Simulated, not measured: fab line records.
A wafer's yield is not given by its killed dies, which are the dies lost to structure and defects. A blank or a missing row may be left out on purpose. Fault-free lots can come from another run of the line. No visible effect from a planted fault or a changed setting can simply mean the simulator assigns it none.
fab line records	flow sky130	part 1 of 2: steps 1 to 29 of 41
record lots=5	wafers=15	last-day=50
route steps=708 shown SONOS_ONO@180 GATE_OXIDE@187 POLY_GATE@204 RES_PROTECT@206
lots that met no fault: from a run of the same line without faults
start-h: hours from the record's opening day to when the first of the lot's shown wafers began	wait-h: time in hours since the lot's previous step	" unchanged from the row above	L1.1+2: several wafers, shown together as one row	- no value present, or no start provided	* or withheld: withheld	< > ~ a bound
route shown NAME@n: NAME is a module with steps in the file, n the number in the route of the first one	usual: the fault-free wafers' mean and standard deviation	same: alike in all rows	chamber/n: place in a boat	sites: the reading at each site	_std_site: how widely they spread, as a standard deviation	_edge_site: outer sites' mean less inner sites'	radius-mm: how far each site lies from the wafer's centre	mask NAME#n: copy n	behind: the most recent tool/chamber to have shaped the wafer	hold: what put the lot on hold/how long, in hours/how the hold closed	device: transistor that didn't switch, given as n, p or np	end of line: tests of these same wafers at the route's end	a step given without rows: its recipe and nothing more	killed: not the wafer's yield, but the dies lost to structure and defects at the first sort	map: a wafer's dies, x killed, . not, _ none there
set.NAME: the setting that was run; set.NAME@STEP: the one run at that earlier step	model.NAME: the simulator's own value behind a step, which no gauge read
a table for each step, a row for each wafer; lots at some steps of the route
services: when a tool's chamber went out of use (start-h, in hours from the record's first day, below 0 if earlier), for how many hours, and the reason
## steps
# step SKY_SONOS_ONO_DEVELOP_12
# recipe develop-time-s=60	dev-temp-c=23
lot.wafer	tool	chamber	start-h	wait-h
L075.3+4+5	litho-track-02	0	286.93	0.1
L084.1+5+6	litho-track-04	0	369.41	0.1
L085.2+3+5	litho-track-04	0	375.84	0.1
L091.1+4+6	litho-track-03	0	417.60	0.1
L095.1+2+3	litho-track-02	0	452.83	0.1
# step SKY_SONOS_ONO_CD_MEAS_13
# recipe target-cd-nm=410
# usual cd-nm=410.2/2.3
lot.wafer	tool	chamber	start-h	wait-h	cd-nm
L075.3	cd-sem-02	-	287.07	0.1	406.7
L075.4	"	-	"	"	406.2
L075.5	"	-	"	"	407.2
L084.1	cd-sem-01	-	369.56	0.1	409.4
L084.5	"	-	"	"	410.8
L084.6	"	-	"	"	409.3
L085.2	cd-sem-01	-	375.98	0.1	413.2
L085.3	"	-	"	"	412.3
L085.5	"	-	"	"	412.5
L091.1	cd-sem-02	-	417.75	0.1	413.4
L091.4	"	-	"	"	411.2
L091.6	"	-	"	"	412.4
L095.1	cd-sem-02	-	452.98	0.1	406.7
L095.2	"	-	"	"	408.8
L095.3	"	-	"	"	406.4
# step SKY_SONOS_ONO_OVL_MEAS_14
# usual SONOS_ONO_OVL=1.4/1.4
lot.wafer	tool	chamber	start-h	wait-h	SONOS_ONO_OVL[nm]
L075.3	overlay-02	-	287.16	0.1	2.8
L075.4	"	-	"	"	2.6
L075.5	"	-	"	"	3.5
L084.1	overlay-01	-	369.68	0.1	0.4
L084.5	"	-	"	"	2.0
L084.6	"	-	"	"	0.5
L085.2	overlay-01	-	376.09	0.1	-2.4
L085.3	"	-	"	"	0.0
L085.5	"	-	"	"	-2.4
L091.1	overlay-01	-	417.87	0.1	3.0
L091.4	"	-	"	"	1.7
L091.6	"	-	"	"	2.3
L095.1	overlay-01	-	453.10	0.1	3.2
L095.2	"	-	"	"	0.8
L095.3	"	-	"	"	0.0
# step SKY_SONOS_ONO_ETCH_15
# recipe target-depth-nm=19.52	chemistry=CHF3/O2	source-w=600	bias-w=200	pressure-mtorr=40	chf3-flow-sccm=50	O2_flow_sccm=5	time-s=7.8
# usual bias-w=199.9/0.61	drypump-motor-current-A=5.6/0.5	oes-product-au=1.007/0.0095	throttle-valve-pct=8.827/0.0088
lot.wafer	tool	chamber	start-h	wait-h	bias-w	drypump-motor-current-A	oes-product-au	rf-hours-counter-h	throttle-valve-pct
L075.3	rie-diel-04	3	287.19	0.0	200.0	5.8	1.010	97	8.830
L075.4	"	0	"	"	199.8	4.8	1.005	6	8.825
L075.5	"	2	"	"	201.1	6.6	1.012	-	8.825
L084.1	rie-diel-04	0	369.72	0.0	200.1	4.8	0.999	7	8.836
L084.5	"	1	"	"	199.5	5.7	1.017	-	8.835
L084.6	"	2	"	"	201.1	6.6	1.008	-	8.841
L085.2	rie-diel-04	1	376.12	0.0	200.6	5.6	1.020	2	8.827
L085.3	"	3	"	"	199.1	5.8	1.019	99	8.834
L085.5	"	1	"	"	200.3	5.6	1.018	-	8.831
L091.1	rie-diel-04	1	417.91	0.0	200.8	5.6	1.015	3	8.834
L091.4	"	0	"	"	200.7	4.8	0.992	-	8.820
L091.6	"	1	"	"	200.4	5.6	1.023	-	8.839
L095.1	rie-diel-03	3	453.13	0.0	199.4	6.0	1.014	86	8.831
L095.2	"	2	"	"	199.9	4.9	1.003	56	8.824
L095.3	"	1	"	"	200.5	5.9	0.997	13	8.819
# step SKY_SONOS_ONO_WET_ETCH_16
# recipe chemistry=dHF	target-depth-nm=14	dry=n2-spin	target=SiO2	dilution=100:1	temp-c=25	time-s=280
lot.wafer	tool	chamber	start-h	wait-h
L075.3+4+5	wet-bench-03	2	287.21	0.0
L084.1+5+6	wet-bench-03	1	369.74	0.0
L085.2+3+5	wet-bench-02	1	376.14	0.0
L091.1+4+6	wet-bench-02	1	417.93	0.0
L095.1+2+3	wet-bench-03	3	453.16	0.0
# step SKY_SONOS_ONO_STRIP_17
# recipe chemistry=O2/N2	power-w=1400	pressure-mtorr=1500	platen-temp-c=withheld	o2-flow-sccm=3000	n2-flow-sccm=300	overash-fraction=0.5
# usual drypump-motor-current-A=5.5/0.52	oes-product-au=0.710/0.004	strip-time-to-endpoint-s=14.12/0.041
# same overash-fraction=0.5
lot.wafer	tool	chamber	start-h	wait-h	drypump-motor-current-A	oes-product-au	rf-hours-counter-h	strip-time-to-endpoint-s
L075.3	plasma-asher-04	0	287.33	0.0	5.6	0.710	-	14.09
L075.4	"	1	"	"	6.0	0.704	-	14.09
L075.5	"	1	"	"	6.0	0.716	-	14.18
L084.1	plasma-asher-01	0	369.82	0.0	5.0	0.706	25	14.18
L084.5	"	1	"	"	4.8	0.709	-	14.14
L084.6	"	0	"	"	5.0	0.714	-	14.16
L085.2	plasma-asher-01	0	376.22	0.0	5.0	0.714	26	14.15
L085.3	"	1	"	"	4.8	0.708	-	14.16
L085.5	"	0	"	"	5.0	0.700	-	14.14
L091.1	plasma-asher-04	1	418.02	0.0	6.0	0.708	61	14.10
L091.4	"	1	"	"	6.0	0.709	-	14.09
L091.6	"	0	"	"	5.6	0.710	-	14.09
L095.1	plasma-asher-01	0	453.24	0.0	5.0	0.709	34	14.14
L095.2	"	1	"	"	4.8	0.707	34	14.17
L095.3	"	1	"	"	4.8	0.713	-	14.16
# step SKY_SONOS_ONO_WET_ETCH_18
# recipe chemistry=H3PO4	target-depth-nm=15	target=Si3N4	temp-c=160	time-s=172
# usual bath-guard-temp-C=160.0/0.48
lot.wafer	tool	chamber	start-h	wait-h	bath-guard-temp-C
L075.3	wet-bench-04	3	287.39	0.0	159.5
L075.4	"	3	"	"	159.5
L075.5	"	3	"	"	159.9
L084.1	wet-bench-02	1	369.92	0.1	160.6
L084.5	"	1	"	"	160.9
L084.6	"	1	"	"	160.5
L085.2	wet-bench-03	3	376.32	0.1	159.4
L085.3	"	3	"	"	159.2
L085.5	"	3	"	"	159.0
L091.1	wet-bench-04	1	418.12	0.1	160.4
L091.4	"	1	"	"	160.1
L091.6	"	1	"	"	160.0
L095.1	wet-bench-02	2	453.34	0.1	160.2
L095.2	"	2	"	"	159.8
L095.3	"	2	"	"	159.7
# step SKY_GATE_OXIDE_CLEAN_00
# recipe chemistry=SC1/SC2	mix=1:4:20	temp-c=70	time-s=150	dry=n2-spin
# usual bath-guard-temp-C=70.3/0.39
lot.wafer	tool	chamber	start-h	wait-h	bath-guard-temp-C
L075.3	wet-bench-02	1	287.45	0.0	70.1
L075.4	"	1	"	"	70.6
L075.5	"	1	"	"	70.5
L084.1	wet-bench-04	0	369.98	0.0	70.6
L084.5	"	0	"	"	71.0
L084.6	"	0	"	"	70.5
L085.2	wet-bench-04	3	376.39	0.0	69.4
L085.3	"	3	"	"	69.8
L085.5	"	3	"	"	70.1
L091.1	wet-bench-02	3	418.18	0.0	70.9
L091.4	"	3	"	"	70.6
L091.6	"	3	"	"	70.7
L095.1	wet-bench-04	1	453.40	0.0	70.3
L095.2	"	1	"	"	70.1
L095.3	"	1	"	"	70.1
# step SKY_GATE_OXIDE_OXIDATION_01
# recipe temp-c=900	ambient=O2	stabilise-s=600	purge-s=300	target-thk-a=102.68	ox-time-s=1473
# usual ox-temp-c=900.0/0.37	spike-tc-upper-C=900.2/1.1
lot.wafer	tool	chamber	start-h	wait-h	ox-temp-c	spike-tc-upper-C
L075.3	furnace-02	0	288.75	1.2	899.9	900.7
L075.4	"	0	"	"	900.9	900.7
L075.5	"	0	"	"	900.4	899.2
L084.1	furnace-02	0	370.45	0.4	900.6	898.8
L084.5	"	0	"	"	899.9	898.2
L084.6	"	0	"	"	899.5	901.6
L085.2	furnace-02	0	377.16	0.7	900.7	900.9
L085.3	"	0	"	"	900.4	899.9
L085.5	"	0	"	"	899.9	898.8
L091.1	furnace-01	0	418.41	0.2	900.2	901.9
L091.4	"	0	"	"	900.0	900.9
L091.6	"	0	"	"	899.8	901.8
L095.1	furnace-02	0	453.86	0.4	900.2	900.1
L095.2	"	0	"	"	900.1	897.0
L095.3	"	0	"	"	900.5	898.7
# step SKY_GATE_OXIDE_THK_MEAS_02
# recipe reads=SiO2_of_GATE_OXIDE_OXIDATION_01
# usual GATE_OXIDE_OXIDATION_00_THK=10.36/0.18
lot.wafer	tool	chamber	start-h	wait-h	GATE_OXIDE_OXIDATION_00_THK[nm]
L075.3	film-metro-04	-	290.18	0.0	10.22
L075.4	"	-	"	"	10.14
L075.5	"	-	"	"	10.22
L084.1	film-metro-01	-	371.86	0.0	10.28
L084.5	"	-	"	"	10.38
L084.6	"	-	"	"	10.45
L085.2	film-metro-04	-	378.58	0.0	10.31
L085.3	"	-	"	"	10.13
L085.5	"	-	"	"	10.26
L091.1	film-metro-03	-	419.82	0.0	10.32
L091.4	"	-	"	"	10.29
L091.6	"	-	"	"	10.31
L095.1	film-metro-03	-	455.27	0.0	10.23
L095.2	"	-	"	"	10.26
L095.3	"	-	"	"	10.36
# step SKY_GATE_OXIDE_DEHYDRATE_03
# recipe temp-c=200	time-s=60
lot.wafer	tool	chamber	start-h	wait-h
L075.3+4+5	litho-track-02	0	302.13	11.9
L084.1+5+6	litho-track-01	0	385.89	14.0
L085.2+3+5	litho-track-02	0	392.75	14.2
L091.1+4+6	litho-track-01	0	434.84	15.0
L095.1+2+3	litho-track-03	0	469.55	14.3
# step SKY_GATE_OXIDE_HMDS_04
# recipe prime-time-s=60	prime-temp-c=120
lot.wafer	tool	chamber	start-h	wait-h
L075.3+4+5	litho-track-02	0	302.28	0.1
L084.1+5+6	litho-track-01	0	386.04	0.1
L085.2+3+5	litho-track-02	0	392.90	0.1
L091.1+4+6	litho-track-01	0	434.99	0.1
L095.1+2+3	litho-track-03	0	469.70	0.1
# step SKY_GATE_OXIDE_COAT_05
# recipe resist=NOVOLAK	spin-rpm=3000	resist-thk-nm=1140
lot.wafer	tool	chamber	start-h	wait-h
L075.3+4+5	litho-track-02	0	302.43	0.1
L084.1+5+6	litho-track-01	0	386.19	0.1
L085.2+3+5	litho-track-02	0	393.05	0.1
L091.1+4+6	litho-track-01	0	435.14	0.1
L095.1+2+3	litho-track-03	0	469.85	0.1
# step SKY_GATE_OXIDE_SOFTBAKE_06
# recipe temp-c=90	time-s=60	resist=NOVOLAK
lot.wafer	tool	chamber	start-h	wait-h
L075.3+4+5	litho-track-02	0	302.58	0.1
L084.1+5+6	litho-track-01	0	386.34	0.1
L085.2+3+5	litho-track-02	0	393.20	0.1
L091.1+4+6	litho-track-01	0	435.29	0.1
L095.1+2+3	litho-track-03	0	470.00	0.1
# step SKY_GATE_OXIDE_EXPOSE_07
# recipe mask-id=LVOM	na=0.6	source-shape=conventional	sigma-outer=0.6	polarization=unpolarized	target-cd-nm=600	dose-mj=170
lot.wafer	tool	chamber	start-h	wait-h	mask
L075.3+4+5	iline-stepper-01	0	-	-	LVOM#0
L084.1+5+6	iline-stepper-01	0	-	-	LVOM#0
L085.2+3+5	iline-stepper-01	0	-	-	LVOM#0
L091.1+4+6	iline-stepper-01	0	-	-	LVOM#0
L095.1+2+3	iline-stepper-02	0	-	-	LVOM#0
# step SKY_GATE_OXIDE_PEB_08
# recipe temp-c=withheld	time-s=*	resist=NOVOLAK
lot.wafer	tool	chamber	start-h	wait-h
L075.3+4+5	litho-track-03	0	-	-
L084.1+5+6	litho-track-01	0	-	-
L085.2+3+5	litho-track-03	0	-	-
L091.1+4+6	litho-track-02	0	-	-
L095.1+2+3	litho-track-01	0	-	-
# step SKY_GATE_OXIDE_DEVELOP_09
# recipe resist=NOVOLAK	developer=TMAH	develop-time-s=60	dev-temp-c=23
lot.wafer	tool	chamber	start-h	wait-h
L075.3+4+5	litho-track-03	0	314.95	0.1
L084.1+5+6	litho-track-01	0	400.74	0.1
L085.2+3+5	litho-track-03	0	406.93	0.1
L091.1+4+6	litho-track-02	0	449.48	0.1
L095.1+2+3	litho-track-01	0	485.19	0.1
# step SKY_GATE_OXIDE_OVL_MEAS_10
# usual GATE_OXIDE_OVL=-1.3/1.3
lot.wafer	tool	chamber	start-h	wait-h	GATE_OXIDE_OVL[nm]
L075.3	overlay-02	-	315.06	0.1	-1.3
L075.4	"	-	"	"	-1.5
L075.5	"	-	"	"	-1.1
L084.1	overlay-01	-	400.89	0.1	0.0
L084.5	"	-	"	"	-1.7
L084.6	"	-	"	"	0.4
L085.2	overlay-01	-	407.06	0.1	-1.4
L085.3	"	-	"	"	-1.5
L085.5	"	-	"	"	-0.9
L091.1	overlay-02	-	449.63	0.1	-2.0
L091.4	"	-	"	"	-1.5
L091.6	"	-	"	"	0.1
L095.1	overlay-02	-	485.34	0.1	-1.3
L095.2	"	-	"	"	0.8
L095.3	"	-	"	"	-0.7
# step SKY_GATE_OXIDE_IMPLANT_11
# recipe species=B	energy-kev=10	dose-cm2=2.6e+12	tilt-deg=withheld
# usual end-station-pressure-torr=5.03e-06/2.4e-07
lot.wafer	tool	chamber	start-h	wait-h	end-station-pressure-torr
L075.3	implanter-02	0	315.14	0.1	4.68e-06
L075.4	"	0	"	"	4.82e-06
L075.5	"	0	"	"	5.43e-06
L084.1	implanter-01	0	400.93	0.0	5.47e-06
L084.5	"	0	"	"	5.37e-06
L084.6	"	0	"	"	5.01e-06
L085.2	implanter-01	0	407.11	0.0	4.99e-06
L085.3	"	0	"	"	4.83e-06
L085.5	"	0	"	"	5.01e-06
L091.1	implanter-03	0	449.66	0.0	5.3e-06
L091.4	"	0	"	"	4.97e-06
L091.6	"	0	"	"	4.94e-06
L095.1	implanter-02	0	485.38	0.0	5.17e-06
L095.2	"	0	"	"	5.09e-06
L095.3	"	0	"	"	5.42e-06
# step SKY_GATE_OXIDE_WET_ETCH_12
# recipe chemistry=dHF	target-depth-nm=16.8	dry=n2-spin	target=SiO2	dilution=100:1	temp-c=25	time-s=336
lot.wafer	tool	chamber	start-h	wait-h
L075.3+4+5	wet-bench-03	0	315.24	0.1
L084.1+5+6	wet-bench-03	0	401.08	0.1
L085.2+3+5	wet-bench-03	3	407.24	0.1
L091.1+4+6	wet-bench-03	0	449.81	0.1
L095.1+2+3	wet-bench-02	3	485.53	0.1
# step SKY_GATE_OXIDE_STRIP_13
# recipe chemistry=O2/N2	power-w=1400	pressure-mtorr=1500	platen-temp-c=withheld	o2-flow-sccm=3000	n2-flow-sccm=300	overash-fraction=0.5
# usual drypump-motor-current-A=5.9/0.4	oes-product-au=0.715/0.0043	strip-time-to-endpoint-s=14.20/0.033
# same overash-fraction=0.5
lot.wafer	tool	chamber	start-h	wait-h	drypump-motor-current-A	oes-product-au	rf-hours-counter-h	strip-time-to-endpoint-s
L075.3	plasma-asher-02	1	315.37	0.0	5.7	0.713	-	14.17
L075.4	"	0	"	"	6.6	0.708	-	14.14
L075.5	"	1	"	"	5.7	0.714	-	14.17
L084.1	plasma-asher-04	0	401.18	0.0	5.7	0.714	59	14.23
L084.5	"	0	"	"	5.7	0.716	-	14.23
L084.6	"	1	"	"	6.0	0.717	-	14.19
L085.2	plasma-asher-04	1	407.34	0.0	6.0	0.707	60	14.24
L085.3	"	0	"	"	5.6	0.707	-	14.25
L085.5	"	1	"	"	6.0	0.717	-	14.30
L091.1	plasma-asher-04	1	449.92	0.0	6.0	0.716	64	14.17
L091.4	"	0	"	"	5.6	0.707	-	14.18
L091.6	"	1	"	"	6.0	0.711	-	14.14
L095.1	plasma-asher-03	1	485.63	0.0	6.4	0.715	81	14.19
L095.2	"	0	"	"	5.4	0.713	81	14.21
L095.3	"	1	"	"	6.4	0.711	-	14.22
# step SKY_GATE_OXIDE_TW_MEAS_14
# usual GATE_OXIDE_TW=224.3/2.5
lot.wafer	tool	chamber	start-h	wait-h	GATE_OXIDE_TW
L075.3	film-metro-01	-	315.46	0.1	225.1
L075.4	"	-	"	"	226.9
L075.5	"	-	"	"	227.8
L084.1	film-metro-04	-	401.28	0.1	221.2
L084.5	"	-	"	"	220.8
L084.6	"	-	"	"	220.9
L085.2	film-metro-03	-	407.45	0.1	226.0
L085.3	"	-	"	"	226.2
L085.5	"	-	"	"	227.1
L091.1	film-metro-04	-	450.02	0.1	222.1
L091.4	"	-	"	"	222.9
L091.6	"	-	"	"	221.9
L095.1	film-metro-04	-	485.73	0.1	219.9
L095.2	"	-	"	"	221.5
L095.3	"	-	"	"	221.9
# step SKY_GATE_OXIDE_CLEAN_15
# recipe chemistry=SC1/SC2	mix=1:4:20	temp-c=70	time-s=150	dry=n2-spin
# usual bath-guard-temp-C=70.0/0.47
lot.wafer	tool	chamber	start-h	wait-h	bath-guard-temp-C
L075.3	wet-bench-03	3	315.50	0.0	69.2
L075.4	"	3	"	"	69.4
L075.5	"	3	"	"	69.1
L084.1	wet-bench-04	1	401.34	0.1	69.8
L084.5	"	1	"	"	70.0
L084.6	"	1	"	"	70.0
L085.2	wet-bench-04	0	407.50	0.0	70.6
L085.3	"	0	"	"	70.4
L085.5	"	0	"	"	70.5
L091.1	wet-bench-03	2	450.08	0.1	70.2
L091.4	"	2	"	"	70.0
L091.6	"	2	"	"	70.1
L095.1	wet-bench-03	3	485.79	0.1	69.3
L095.2	"	3	"	"	69.5
L095.3	"	3	"	"	69.2
# step SKY_GATE_OXIDE_OXIDATION_16
# recipe temp-c=800	ambient=O2	idle-temp-c=700	ramp-up-c-per-min=10	ramp-down-c-per-min=3	stabilise-s=600	purge-s=300	target-thk-a=35.7	ox-time-s=1915
# usual ox-temp-c=799.9/0.32	ramp-up-c-per-min=10.000/0.0018	spike-tc-upper-C=799.9/1.1
lot.wafer	tool	chamber	start-h	wait-h	ox-temp-c	ramp-up-c-per-min	spike-tc-upper-C
L075.3	furnace-02	0	317.42	1.9	799.3	9.9939	799.4
L075.4	"	0	"	"	800.1	10.000	798.3
L075.5	"	0	"	"	799.7	9.9998	800.7
L084.1	furnace-02	0	403.57	2.2	799.4	10.001	801.1
L084.5	"	0	"	"	799.9	10.003	799.5
L084.6	"	0	"	"	799.9	10.001	798.8
L085.2	furnace-02	0	409.28	1.7	800.5	10.002	799.6
L085.3	"	0	"	"	800.6	10.000	799.2
L085.5	"	0	"	"	799.8	10.002	799.0
L091.1	furnace-02	0	450.83	0.7	800.1	10.001	798.4
L091.4	"	0	"	"	799.7	9.9957	801.3
L091.6	"	0	"	"	799.5	9.9980	800.8
L095.1	furnace-01	0	486.06	0.2	800.1	9.9973	801.7
L095.2	"	0	"	"	799.8	10.002	798.8
L095.3	"	0	"	"	799.3	9.9982	800.5
# step SKY_POLY_GATE_CVD_00
# recipe material=poly-Si	target-thk-nm=180	temp-c=620	time-s=720	pressure-mtorr=200
# usual spike-tc-upper-C=618.7/1.3
lot.wafer	tool	chamber	start-h	wait-h	spike-tc-upper-C
L075.3	lpcvd-01	1	318.95	0.0	618.1
L075.4	"	1	"	"	618.6
L075.5	"	1	"	"	618.5
L084.1	lpcvd-01	0	405.10	0.0	620.6
L084.5	"	0	"	"	619.3
L084.6	"	0	"	"	620.3
L085.2	lpcvd-01	0	410.82	0.0	619.7
L085.3	"	0	"	"	620.9
L085.5	"	0	"	"	620.7
L091.1	lpcvd-01	1	452.36	0.0	617.6
L091.4	"	1	"	"	618.6
L091.6	"	1	"	"	617.5
L095.1	lpcvd-01	1	487.73	0.1	618.1
L095.2	"	1	"	"	618.4
L095.3	"	1	"	"	618.0
# step SKY_POLY_GATE_THK_MEAS_01
# recipe reads=poly-Si_of_POLY_GATE_CVD_00
# usual POLY_GATE_CVD_00_THK=179.1/1.7
lot.wafer	tool	chamber	start-h	wait-h	POLY_GATE_CVD_00_THK[nm]
L075.3	film-metro-03	-	320.17	0.0	177.1
L075.4	"	-	"	"	179.4
L075.5	"	-	"	"	178.4
L084.1	film-metro-04	-	406.30	0.0	182.7
L084.5	"	-	"	"	183.4
L084.6	"	-	"	"	181.8
L085.2	film-metro-02	-	412.03	0.0	182.8
L085.3	"	-	"	"	181.8
L085.5	"	-	"	"	183.8
L091.1	film-metro-02	-	453.56	0.0	178.2
L091.4	"	-	"	"	178.5
L091.6	"	-	"	"	178.3
L095.1	film-metro-02	-	488.93	0.0	180.3
L095.2	"	-	"	"	181.5
L095.3	"	-	"	"	179.7
# step SKY_RES_PROTECT_DEHYDRATE_00
# recipe temp-c=200	time-s=60
lot.wafer	tool	chamber	start-h	wait-h
L075.3+4+5	litho-track-04	0	333.41	13.2
L084.1+5+6	litho-track-01	0	420.59	14.3
L085.2+3+5	litho-track-01	0	427.02	15.0
L091.1+4+6	litho-track-04	0	468.71	15.1
L095.1+2+3	litho-track-03	0	503.55	14.6
# step SKY_RES_PROTECT_HMDS_01
# recipe prime-time-s=60	prime-temp-c=120
lot.wafer	tool	chamber	start-h	wait-h
L075.3+4+5	litho-track-04	0	333.56	0.1
L084.1+5+6	litho-track-01	0	420.74	0.1
L085.2+3+5	litho-track-01	0	427.17	0.1
L091.1+4+6	litho-track-04	0	468.86	0.1
L095.1+2+3	litho-track-03	0	503.70	0.1
# step SKY_RES_PROTECT_COAT_02
# recipe resist=NOVOLAK	spin-rpm=3000	resist-thk-nm=1140
lot.wafer	tool	chamber	start-h	wait-h
L075.3+4+5	litho-track-04	0	333.71	0.1
L084.1+5+6	litho-track-01	0	420.89	0.1
L085.2+3+5	litho-track-01	0	427.32	0.1
L091.1+4+6	litho-track-04	0	469.01	0.1
L095.1+2+3	litho-track-03	0	503.85	0.1
